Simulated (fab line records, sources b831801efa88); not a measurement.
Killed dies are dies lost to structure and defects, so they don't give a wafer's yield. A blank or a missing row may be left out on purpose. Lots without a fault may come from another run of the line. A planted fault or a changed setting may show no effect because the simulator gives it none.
Which tool did it? | flow gf180mcu | 24 lots, 72 wafers sampled, at 4 steps of a route of 602

WHAT THE GAUGES READ, wafer by wafer
GF_V1_OVL_MEAS_15. Usual: V1_OVL 3 nm, standard deviation 6.2.
lot  | measured     | on         | V1_OVL (nm) | flag
L074 | day 18 00:30 | overlay-02 | 4 1 4       |
L076 | day 18 22:23 | overlay-01 | 1 -2 1      |
L075 | day 18 22:49 | overlay-02 | -5 12 1     |
L077 | day 19 02:42 | overlay-01 | 0 -4 8      |
L079 | day 20 02:16 | overlay-01 | 9 1 9       |
L078 | day 20 03:13 | overlay-01 | 6 11 9      |
L080 | day 20 18:26 | overlay-02 | 4 0 11      |
L081 | day 20 23:27 | overlay-02 | 1 2 14      |
L082 | day 21 03:51 | overlay-01 | 9 11 6      |
L083 | day 21 23:24 | overlay-02 | 6 15 13     |
L084 | day 21 23:47 | overlay-01 | 5 0 -1      |
L085 | day 22 11:20 | overlay-02 | -12 -9 -12  |
L086 | day 22 14:56 | overlay-02 | 9 9 10      |
L087 | day 23 02:47 | overlay-01 | 9 4 15      |
L088 | day 23 14:12 | overlay-02 | -16 -6 -3   |
L089 | day 23 16:26 | overlay-01 | 10 5 1      |
L090 | day 23 18:41 | overlay-02 | 9 8 13      |
L091 | day 24 09:10 | overlay-02 | -9 0 8      |
L092 | day 24 13:40 | overlay-02 | -1 -1 1     |
L093 | day 24 23:02 | overlay-02 | 5 1 9       |
L094 | day 25 14:20 | overlay-01 | -3 4 -6     |
L095 | day 25 16:29 | overlay-02 | 3 -2 2      |
L096 | day 26 00:32 | overlay-01 | 1 -2 3      |
L097 | day 26 04:41 | overlay-01 | 5 6 3       |

GF_V5_CD_MEAS_14: target cd 260 nm. Usual: cd_nm 259.8 nm, standard deviation 1.2.
lot  | measured     | on        | cd_nm (nm)        | flag
L074 | day 27 04:06 | cd_sem-02 | 260.2 261.0 261.0 |
L076 | day 27 21:54 | cd_sem-01 | 261.0 260.6 259.7 |
L075 | day 27 22:33 | cd_sem-01 | 259.3 258.9 259.7 |
L077 | day 28 01:11 | cd_sem-01 | 259.2 259.4 260.8 |
L079 | day 28 20:20 | cd_sem-01 | 257.5 258.5 259.3 |
L078 | day 28 20:41 | cd_sem-01 | 257.8 258.1 259.0 |
L080 | day 29 07:30 | cd_sem-02 | 259.6 260.1 258.8 |
L081 | day 29 11:03 | cd_sem-02 | 258.7 258.7 258.3 |
L082 | day 29 16:08 | cd_sem-01 | 260.1 260.9 259.2 |
L083 | day 30 06:16 | cd_sem-02 | 261.4 261.1 260.9 |
L084 | day 30 07:35 | cd_sem-02 | 261.0 261.0 260.8 |
L085 | day 30 19:05 | cd_sem-01 | 257.8 259.4 259.1 |
L086 | day 30 19:28 | cd_sem-02 | 262.9 261.1 262.0 |
L087 | day 31 06:13 | cd_sem-01 | 258.9 260.9 261.7 |
L088 | day 31 13:09 | cd_sem-02 | 261.5 261.9 261.7 |
L089 | day 31 16:10 | cd_sem-02 | 258.6 258.5 258.4 |
L090 | day 31 17:07 | cd_sem-01 | 260.1 260.5 259.5 |
L091 | day 32 06:27 | cd_sem-01 | 258.7 259.4 258.9 |
L092 | day 32 08:02 | cd_sem-01 | 260.6 261.3 260.3 |
L093 | day 32 15:02 | cd_sem-01 | 260.7 261.6 260.1 |
L094 | day 33 04:45 | cd_sem-01 | 260.7 259.9 259.6 |
L095 | day 33 05:06 | cd_sem-02 | 260.7 260.5 260.1 |
L096 | day 33 10:36 | cd_sem-01 | 259.1 259.2 259.3 |
L097 | day 33 13:29 | cd_sem-02 | 259.0 258.3 257.8 |

WHICH TOOL RAN EACH LOT (tool, then ch and the chambers of the sampled wafers, then the start)
lot  | GF_CONTACT_SPUTTER_23        | GF_V2_ETCH_16
L074 | pvd_sputter-01, day 16 00:58 | rie_diel-03 ch 0,2,3, day 20 04:49
L076 | pvd_sputter-01, day 16 20:53 | rie_diel-04 ch 0,1, day 21 01:55
L075 | pvd_sputter-04, day 16 20:56 | rie_diel-03 ch 1,2,3, day 21 02:26
L077 | pvd_sputter-03, day 17 00:59 | rie_diel-04 ch 2,3, day 21 06:43
L079 | pvd_sputter-01, day 17 23:25 | rie_diel-03 ch 0,1,2, day 22 05:34
L078 | pvd_sputter-01, day 18 00:35 | rie_diel-04 ch 0,1, day 22 07:10
L080 | pvd_sputter-03, day 18 15:32 | rie_diel-01 ch 1,2,3, day 22 19:53
L081 | pvd_sputter-01, day 18 20:53 | rie_diel-04 ch 0,1,3, day 23 01:34
L082 | pvd_sputter-01, day 19 00:33 | rie_diel-01 ch 0,1, day 23 05:29
L083 | pvd_sputter-01, day 19 21:09 | rie_diel-01 ch 1,3, day 24 01:04
L084 | pvd_sputter-03, day 19 21:31 | rie_diel-03 ch 0,2,3, day 24 01:43
L085 | pvd_sputter-04, day 20 10:06 | rie_diel-04 ch 0,3, day 24 12:22
L086 | pvd_sputter-01, day 20 13:49 | rie_diel-01 ch 1,2,3, day 24 14:31
L087 | pvd_sputter-04, day 21 01:11 | rie_diel-04 ch 0,1,2, day 25 02:31
L088 | pvd_sputter-04, day 21 13:33 | rie_diel-01 ch 1,2, day 25 12:19
L089 | pvd_sputter-03, day 21 15:14 | rie_diel-01 ch 1,2, day 25 15:59
L090 | pvd_sputter-01, day 21 17:14 | rie_diel-04 ch 0,2, day 25 17:17
L091 | pvd_sputter-01, day 22 09:43 | rie_diel-03 ch 0,1,2, day 26 07:55
L092 | pvd_sputter-03, day 22 14:42 | rie_diel-03 ch 1,2, day 26 10:41
L093 | pvd_sputter-04, day 23 00:02 | rie_diel-01 ch 0,2, day 26 19:41
L094 | pvd_sputter-01, day 23 16:14 | rie_diel-01 ch 1,2, day 27 11:47
L095 | pvd_sputter-01, day 23 17:20 | rie_diel-04 ch 0,2,3, day 27 12:11
L096 | pvd_sputter-03, day 24 03:14 | rie_diel-03 ch 0,2,3, day 27 19:14
L097 | pvd_sputter-04, day 24 07:36 | rie_diel-03 ch 0,2,3, day 28 00:49
- GF_CONTACT_SPUTTER_23: material TiN, target thk 10 nm, time 40 s.
- GF_V2_ETCH_16: etches BARC in N2/H2.

WHAT THE TOOLS THEMSELVES READ (means of the sampled wafers that have a number; where no wafer has one, the mark that the record gives instead)
GF_CONTACT_SPUTTER_23. Usual: throttle_valve_pct 29.8 %, standard deviation 0.94.
lot  | tool           | throttle_valve_pct (%) | flag
L074 | pvd_sputter-01 | 29.0                   |
L076 | pvd_sputter-01 | 28.7                   |
L075 | pvd_sputter-04 | 30.5                   |
L077 | pvd_sputter-03 | 29.1                   |
L079 | pvd_sputter-01 | 29.0                   |
L078 | pvd_sputter-01 | 29.1                   |
L080 | pvd_sputter-03 | 31.0                   |
L081 | pvd_sputter-01 | 28.9                   |
L082 | pvd_sputter-01 | 29.7                   |
L083 | pvd_sputter-01 | 28.9                   |
L084 | pvd_sputter-03 | 30.8                   |
L085 | pvd_sputter-04 | 30.4                   |
L086 | pvd_sputter-01 | 29.8                   |
L087 | pvd_sputter-04 | 30.5                   |
L088 | pvd_sputter-04 | 30.0                   |
L089 | pvd_sputter-03 | 31.0                   |
L090 | pvd_sputter-01 | 29.3                   |
L091 | pvd_sputter-01 | 29.1                   |
L092 | pvd_sputter-03 | 29.6                   |
L093 | pvd_sputter-04 | 30.2                   |
L094 | pvd_sputter-01 | 29.4                   |
L095 | pvd_sputter-01 | 29.0                   |
L096 | pvd_sputter-03 | 30.9                   |
L097 | pvd_sputter-04 | 29.7                   |

GF_V2_ETCH_16. Usual: drypump_motor_current_A 5.8 A, standard deviation 0.47; oes_product_au 0.855 a.u., standard deviation 0.0049; throttle_valve_pct 13.224 %, standard deviation 0.0088.
lot  | tool        | drypump_motor_current_A (A) | oes_product_au (a.u.) | throttle_valve_pct (%) | flag
L074 | rie_diel-03 | 5.4                         | 0.857                 | 13.219                 |
L076 | rie_diel-04 | 5.9                         | 0.851                 | 13.218                 |
L075 | rie_diel-03 | 5.3                         | 0.858                 | 13.228                 |
L077 | rie_diel-04 | 6.6                         | 0.856                 | 13.222                 |
L079 | rie_diel-03 | 5.5                         | 0.853                 | 13.220                 |
L078 | rie_diel-04 | 5.9                         | 0.855                 | 13.219                 |
L080 | rie_diel-01 | 5.8                         | 0.852                 | 13.231                 |
L081 | rie_diel-04 | 6.1                         | 0.858                 | 13.220                 |
L082 | rie_diel-01 | 5.6                         | 0.852                 | 13.227                 |
L083 | rie_diel-01 | 5.8                         | 0.850                 | 13.223                 |
L084 | rie_diel-03 | 5.4                         | 0.851                 | 13.234                 |
L085 | rie_diel-04 | 6.2                         | 0.855                 | 13.218                 |
L086 | rie_diel-01 | 5.8                         | 0.857                 | 13.220                 |
L087 | rie_diel-04 | 6.1                         | 0.852                 | 13.235                 |
L088 | rie_diel-01 | 5.5                         | 0.855                 | 13.219                 |
L089 | rie_diel-01 | 5.5                         | 0.854                 | 13.229                 |
L090 | rie_diel-04 | 6.3                         | 0.859                 | 13.226                 |
L091 | rie_diel-03 | 5.5                         | 0.857                 | 13.231                 |
L092 | rie_diel-03 | 5.4                         | 0.856                 | 13.227                 |
L093 | rie_diel-01 | 5.7                         | 0.853                 | 13.232                 |
L094 | rie_diel-01 | 5.5                         | 0.854                 | 13.214                 |
L095 | rie_diel-04 | 6.3                         | 0.858                 | 13.225                 |
L096 | rie_diel-03 | 5.4                         | 0.861                 | 13.224                 |
L097 | rie_diel-03 | 5.4                         | 0.856                 | 13.227                 |

THE ANSWER, worked out from the rows above alone
Rule: a lot is off if the mean of its wafers that have a number lies more than 3 standard deviations from the usual mean. A lot without any number at a reading at which 4 lots or more have one is off too. The other lots that the step has rows for count as sound. The gauges are gone through in route order, then the tools' own readings, and for those a lot's mean is taken as printed above. The first step at which some lot is off is used, and at that step the reading that is off furthest; a lot without a number counts as furthest.
No lot is off at any reading shown: from this, nothing can be told.

WHAT THE SIMULATOR HAD PUT IN
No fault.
